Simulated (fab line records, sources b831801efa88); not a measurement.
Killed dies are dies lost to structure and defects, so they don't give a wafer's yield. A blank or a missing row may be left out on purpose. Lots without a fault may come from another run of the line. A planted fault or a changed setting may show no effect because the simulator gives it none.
Which tool did it? | flow gf180mcu | 14 lots, 42 wafers sampled, at 6 steps of a route of 602

WHAT THE GAUGES READ, wafer by wafer
The record holds no reading of a measuring or inspecting step that can be judged against a usual standard deviation.

WHICH TOOL RAN EACH LOT (tool, then ch and the chambers of the sampled wafers, then the start)
lot  | GF_V2_CMP_04                  | GF_V2_ETCH_16                      | GF_V2_ETCH_17                                 | GF_V2_STRIP_18                       | GF_M3_SPUTTER_00             | GF_M3_SPUTTER_01
L996 | cmp-01 ch 0,3, day 19 23:48   | rie_diel-04 ch 0,1, day 21 00:01   | rie_diel-04 ch 0,1, day 21 00:08 or earlier   | plasma_asher-02 ch 0,1, day 21 00:08 | pvd_sputter-04, day 21 01:22 | pvd_sputter-04, day 21 01:28
L997 | cmp-01 ch 0,2,3, day 20 08:49 | rie_diel-04 ch 1,2, day 21 09:23   | rie_diel-04 ch 1,2, day 21 09:32 or earlier   | plasma_asher-02 ch 0,1, day 21 09:32 | pvd_sputter-04, day 21 10:46 | pvd_sputter-04, day 21 10:52
L999 | cmp-01 ch 1,2, day 21 02:39   | rie_diel-04 ch 0,2,3, day 22 02:37 | rie_diel-04 ch 0,2,3, day 22 02:46 or earlier | plasma_asher-01 ch 0,1, day 22 02:46 | pvd_sputter-04, day 22 03:58 | pvd_sputter-04, day 22 04:04
L101 | cmp-01 ch 0,2,3, day 22 01:29 | rie_diel-03 ch 1,2, day 23 01:41   | rie_diel-03 ch 1,2, day 23 01:49 or earlier   | plasma_asher-01 ch 0,1, day 23 01:49 | pvd_sputter-04, day 23 03:10 | pvd_sputter-04, day 23 03:16
L103 | cmp-02 ch 1,2,3, day 22 22:02 | rie_diel-03 ch 0,2,3, day 23 21:13 | rie_diel-03 ch 0,2,3, day 23 21:20 or earlier | plasma_asher-04 ch 0,1, day 23 21:20 | -                            | -
L104 | cmp-01 ch 0,1, day 23 01:01   | rie_diel-03 ch 0,1,2, day 23 23:41 | rie_diel-03 ch 0,1,2, day 23 23:49 or earlier | plasma_asher-04 ch 0,1, day 23 23:49 | -                            | -
L109 | cmp-02 ch 0,2,3, day 24 21:38 | rie_diel-01 ch 0,1,2, day 25 19:29 | rie_diel-01 ch 0,1,2, day 25 19:37 or earlier | plasma_asher-01 ch 0,1, day 25 19:37 | pvd_sputter-03, day 25 20:50 | pvd_sputter-03, day 25 20:56
L110 | cmp-02 ch 1,2, day 25 04:22   | rie_diel-04 ch 0,1,2, day 26 02:19 | rie_diel-04 ch 0,1,2, day 26 02:26 or earlier | plasma_asher-04 ch 0,1, day 26 02:26 | pvd_sputter-03, day 26 04:00 | pvd_sputter-03, day 26 04:06
L111 | cmp-02 ch 0,1,2, day 25 11:05 | rie_diel-01 ch 1,2,3, day 26 08:56 | rie_diel-01 ch 1,2,3, day 26 09:04 or earlier | plasma_asher-01 ch 0,1, day 26 09:04 | pvd_sputter-01, day 26 10:19 | pvd_sputter-01, day 26 10:25
L112 | cmp-02 ch 1,2,3, day 25 19:26 | rie_diel-01 ch 0,2,3, day 26 16:26 | rie_diel-01 ch 0,2,3, day 26 16:35 or earlier | plasma_asher-04 ch 0,1, day 26 16:35 | pvd_sputter-04, day 26 18:56 | pvd_sputter-04, day 26 19:02
L113 | cmp-01 ch 0,1, day 26 02:05   | rie_diel-03 ch 0,1,2, day 26 22:38 | rie_diel-03 ch 0,1,2, day 26 22:46 or earlier | plasma_asher-01 ch 0,1, day 26 22:46 | pvd_sputter-01, day 27 00:24 | pvd_sputter-01, day 27 00:30
L115 | cmp-01 ch 1,2, day 26 16:58   | rie_diel-04 ch 0,2, day 27 13:44   | rie_diel-04 ch 0,2, day 27 13:52 or earlier   | plasma_asher-04 ch 0,1, day 27 13:52 | pvd_sputter-01, day 27 15:05 | pvd_sputter-01, day 27 15:11
L116 | cmp-02 ch 0,1,3, day 26 22:53 | rie_diel-01 ch 0,1, day 27 19:11   | rie_diel-01 ch 0,1, day 27 19:19 or earlier   | plasma_asher-01 ch 0,1, day 27 19:19 | pvd_sputter-01, day 27 20:36 | pvd_sputter-01, day 27 20:42
L117 | cmp-02 ch 0,1, day 27 09:52   | rie_diel-03 ch 1,3, day 28 06:35   | rie_diel-03 ch 1,3, day 28 06:43 or earlier   | plasma_asher-02 ch 0, day 28 06:43   | pvd_sputter-04, day 28 07:58 | pvd_sputter-04, day 28 08:04
- GF_V2_CMP_04: polishes SiO2.
- GF_V2_ETCH_16: etches BARC in N2/H2.
- GF_V2_ETCH_17: etches SiO2 in C4F8/O2/Ar, stops on TiN, target depth 630 nm.
- GF_V2_STRIP_18: strips in O2/N2.
- GF_M3_SPUTTER_00: material Ti, target thk 37.5 nm, time 150 s.
- GF_M3_SPUTTER_01: material TiN, target thk 30 nm, time 25.43 s.

WHAT THE TOOLS THEMSELVES READ (means of the sampled wafers that have a number; where no wafer has one, the mark that the record gives instead)
GF_V2_CMP_04. Usual: motor_current_A 12.2 A, standard deviation 1.6; platen_rpm 60.01 rpm, standard deviation 0.048; time_to_endpoint_s 81 s, standard deviation 5.9.
lot  | tool   | motor_current_A (A) | platen_rpm (rpm) | time_to_endpoint_s (s) | flag
L996 | cmp-01 | 11.5                | 60.00            | 75                     |
L997 | cmp-01 | 12.4                | 60.01            | 80                     |
L999 | cmp-01 | 13.5                | 60.01            | 82                     |
L101 | cmp-01 | 12.3                | 59.99            | 77                     |
L103 | cmp-02 | 11.3                | 59.98            | 83                     |
L104 | cmp-01 | 12.3                | 60.02            | 77                     |
L109 | cmp-02 | 11.8                | 60.02            | 85                     |
L110 | cmp-02 | 11.7                | 59.98            | 85                     |
L111 | cmp-02 | 13.1                | 59.99            | 79                     |
L112 | cmp-02 | 11.4                | 60.01            | 88                     |
L113 | cmp-01 | 11.9                | 60.08            | 79                     |
L115 | cmp-01 | 13.1                | 60.02            | 76                     |
L116 | cmp-02 | 12.5                | 59.97            | 86                     |
L117 | cmp-02 | 14.1                | 60.02            | 83                     |

GF_V2_ETCH_16. Usual: bias_w 100.02 W, standard deviation 0.27; chamber_pressure_mTorr 29.998 mTorr, standard deviation 0.025; drypump_motor_current_A 5.7 A, standard deviation 0.44; oes_product_au 0.855 a.u., standard deviation 0.0043; throttle_valve_pct 13.225 %, standard deviation 0.0087.
lot  | tool        | bias_w (W) | chamber_pressure_mTorr (mTorr) | drypump_motor_current_A (A) | oes_product_au (a.u.) | throttle_valve_pct (%) | flag
L996 | rie_diel-04 | 99.83      | 30.004                         | 5.9                         | 0.857                 | 13.217                 |
L997 | rie_diel-04 | 100.28     | 29.990                         | 6.2                         | 0.857                 | 13.218                 |
L999 | rie_diel-04 | 99.67      | 30.016                         | 5.6                         | 0.854                 | 13.237                 |
L101 | rie_diel-03 | 100.13     | 30.007                         | 5.4                         | 0.855                 | 13.224                 |
L103 | rie_diel-03 | -          | -                              | -                           | -                     | -                      | OFF
L104 | rie_diel-03 | -          | -                              | -                           | -                     | -                      | OFF
L109 | rie_diel-01 | 100.21     | 30.015                         | 5.9                         | 0.856                 | 13.234                 |
L110 | rie_diel-04 | 99.93      | 29.997                         | 5.9                         | 0.854                 | 13.224                 |
L111 | rie_diel-01 | 100.03     | 29.991                         | 5.5                         | 0.855                 | 13.224                 |
L112 | rie_diel-01 | 99.95      | 29.983                         | 5.8                         | 0.856                 | 13.214                 |
L113 | rie_diel-03 | 100.31     | 29.973                         | 5.5                         | 0.851                 | 13.227                 |
L115 | rie_diel-04 | 99.87      | 30.004                         | 6.0                         | 0.858                 | 13.233                 |
L116 | rie_diel-01 | 100.07     | 30.014                         | 6.2                         | 0.857                 | 13.217                 |
L117 | rie_diel-03 | 99.90      | 29.998                         | 5.5                         | 0.853                 | 13.228                 |

GF_V2_ETCH_17. Usual: bias_w 1200 W, standard deviation 3.4; chamber_pressure_mTorr 40.01 mTorr, standard deviation 0.036; oes_product_au 0.856 a.u., standard deviation 0.0043.
lot  | tool        | bias_w (W) | chamber_pressure_mTorr (mTorr) | oes_product_au (a.u.) | flag
L996 | rie_diel-04 | 1206       | 40.02                          | 0.854                 |
L997 | rie_diel-04 | 1200       | 40.02                          | 0.856                 |
L999 | rie_diel-04 | 1202       | 40.04                          | 0.857                 |
L101 | rie_diel-03 | 1199       | 40.00                          | 0.857                 |
L103 | rie_diel-03 | 1202       | 40.02                          | 0.373                 | OFF
L104 | rie_diel-03 | 1204       | 40.04                          | 0.376                 | OFF
L109 | rie_diel-01 | 1201       | 39.99                          | 0.856                 |
L110 | rie_diel-04 | 1200       | 40.01                          | 0.855                 |
L111 | rie_diel-01 | 1197       | 39.99                          | 0.849                 |
L112 | rie_diel-01 | 1200       | 40.04                          | 0.855                 |
L113 | rie_diel-03 | 1204       | 39.99                          | 0.856                 |
L115 | rie_diel-04 | 1201       | 40.03                          | 0.855                 |
L116 | rie_diel-01 | 1201       | 40.00                          | 0.850                 |
L117 | rie_diel-03 | 1198       | 40.01                          | 0.855                 |

GF_V2_STRIP_18. Usual: drypump_motor_current_A 5.6 A, standard deviation 0.42; heater_power_w 334 W, standard deviation 44; oes_product_au 0.593 a.u., standard deviation 0.0048.
lot  | tool            | drypump_motor_current_A (A) | heater_power_w (W) | oes_product_au (a.u.) | flag
L996 | plasma_asher-02 | 6.0                         | 368                | 0.589                 |
L997 | plasma_asher-02 | 6.2                         | 378                | 0.588                 |
L999 | plasma_asher-01 | 5.4                         | 362                | 0.593                 |
L101 | plasma_asher-01 | 5.3                         | 360                | 0.594                 |
L103 | plasma_asher-04 | 5.5                         | 289                | 0.613                 | OFF
L104 | plasma_asher-04 | 5.5                         | 290                | 0.610                 | OFF
L109 | plasma_asher-01 | 5.3                         | 372                | 0.595                 |
L110 | plasma_asher-04 | 5.5                         | 280                | 0.596                 |
L111 | plasma_asher-01 | 5.3                         | 375                | 0.597                 |
L112 | plasma_asher-04 | 5.5                         | 290                | 0.595                 |
L113 | plasma_asher-01 | 5.3                         | 373                | 0.592                 |
L115 | plasma_asher-04 | 5.8                         | 312                | 0.592                 |
L116 | plasma_asher-01 | 5.4                         | 362                | 0.593                 |
L117 | plasma_asher-02 | 6.3                         | 390                | 0.592                 |

GF_M3_SPUTTER_00. Usual: throttle_valve_pct 30.2 %, standard deviation 0.82.
lot  | tool           | throttle_valve_pct (%) | flag
L996 | pvd_sputter-04 | 30.3                   |
L997 | pvd_sputter-04 | 30.4                   |
L999 | pvd_sputter-04 | 30.7                   |
L101 | pvd_sputter-04 | 30.5                   |
L109 | pvd_sputter-03 | 30.5                   |
L110 | pvd_sputter-03 | 31.0                   |
L111 | pvd_sputter-01 | 29.9                   |
L112 | pvd_sputter-04 | 30.3                   |
L113 | pvd_sputter-01 | 30.3                   |
L115 | pvd_sputter-01 | 29.9                   |
L116 | pvd_sputter-01 | 30.8                   |
L117 | pvd_sputter-04 | 30.3                   |

GF_M3_SPUTTER_01. Usual: throttle_valve_pct 30.2 %, standard deviation 0.8.
lot  | tool           | throttle_valve_pct (%) | flag
L996 | pvd_sputter-04 | 30.3                   |
L997 | pvd_sputter-04 | 30.4                   |
L999 | pvd_sputter-04 | 30.6                   |
L101 | pvd_sputter-04 | 30.2                   |
L109 | pvd_sputter-03 | 30.4                   |
L110 | pvd_sputter-03 | 30.9                   |
L111 | pvd_sputter-01 | 30.0                   |
L112 | pvd_sputter-04 | 30.3                   |
L113 | pvd_sputter-01 | 30.2                   |
L115 | pvd_sputter-01 | 29.8                   |
L116 | pvd_sputter-01 | 30.8                   |
L117 | pvd_sputter-04 | 30.4                   |

THE ANSWER, worked out from the rows above alone
Rule: a lot is off if the mean of its wafers that have a number lies more than 3 standard deviations from the usual mean. A lot without any number at a reading at which 4 lots or more have one is off too. The other lots that the step has rows for count as sound. The gauges are gone through in route order, then the tools' own readings, and for those a lot's mean is taken as printed above. The first step at which some lot is off is used, and at that step the reading that is off furthest; a lot without a number counts as furthest.
Off: L103, L104, at GF_V2_ETCH_16 (bias_w). Without a number there: L103, L104.
A tool fits if, at that step or a process step before it, it ran every lot that is off, and no sound lot after the first of them. None of those tried fits.

WHAT THE SIMULATOR HAD PUT IN
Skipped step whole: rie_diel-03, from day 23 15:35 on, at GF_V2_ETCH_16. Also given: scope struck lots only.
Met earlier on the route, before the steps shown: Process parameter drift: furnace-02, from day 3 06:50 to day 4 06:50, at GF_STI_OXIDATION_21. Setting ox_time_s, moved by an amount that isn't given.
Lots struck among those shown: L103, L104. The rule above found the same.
